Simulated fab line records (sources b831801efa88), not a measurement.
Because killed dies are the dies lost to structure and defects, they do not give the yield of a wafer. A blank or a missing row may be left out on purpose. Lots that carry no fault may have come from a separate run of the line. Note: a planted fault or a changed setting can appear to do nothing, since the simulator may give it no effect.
Matching of chambers    flow gf180mcu    pecvd-02 running GF_MIM_CVD_05: 3 sister chambers
The step deposits Si3N4, target thk 42 nm, time 29.086 s. 22 wafers are shown with their chamber, then 11 later ones without.

## WAFERS, EACH WITH ITS CHAMBER
wafer   chamber  heater power w (W)
L076.2  2        557
L076.3  1        747
L076.6  1        739
L078.2  1        700
L078.4  2        605
L078.6  0        630
L080.4  1        721
L080.5  2        611
L080.6  0        560
L081.1  1        648
L081.3  2        656
L081.6  0        628
L082.1  2        668
L082.2  1        630
L082.6  1        625
L083.4  2        571
L083.5  0        617
L083.6  1        612
L084.1  2        662
L084.2  0        612
L084.4  1        614
L091.3  1        726

SIGNATURES (averages over the wafers above)
reading         chamber 0  chamber 1  chamber 2  scatter within a chamber
heater power w  609.40     676.20     618.57     47.5
Rule: for a wafer and a chamber, the distance is found by dividing, reading by reading, the gap between the wafer's reading and the chamber's mean by the reading's scatter, squaring, summing and taking the root. The wafer belongs to the nearest chamber; if the next one is less than 2 further off, it can't be placed. The scatter: take each reading less its chamber's mean, square it, sum over the shown wafers, divide by the number of wafers less the number of chambers, and take the root.

## WAFERS WITHOUT THEIR CHAMBER
wafer   heater power w (W)
L091.4  637
L091.5  726
L094.2  631
L094.3  651
L094.4  642
L095.1  687
L095.3  663
L095.4  584
L096.1  652
L096.2  629
L096.6  614

## CHAMBER TAKEN BY EACH
wafer   from the rows above           in truth
L091.4  can't be placed: 2 or 0 or 1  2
L091.5  can't be placed: 1 or 2 or 0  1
L094.2  can't be placed: 2 or 0 or 1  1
L094.3  can't be placed: 1 or 2 or 0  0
L094.4  can't be placed: 2 or 0 or 1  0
L095.1  can't be placed: 1 or 2 or 0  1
L095.3  can't be placed: 1 or 2 or 0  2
L095.4  can't be placed: 0 or 2 or 1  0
L096.1  can't be placed: 1 or 2 or 0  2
L096.2  can't be placed: 2 or 0 or 1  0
L096.6  can't be placed: 2 or 0 or 1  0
Correct placement for 0 of the 11. These rows do not allow placing 11 (true chamber among the candidates in 11). 0 placed wrongly.
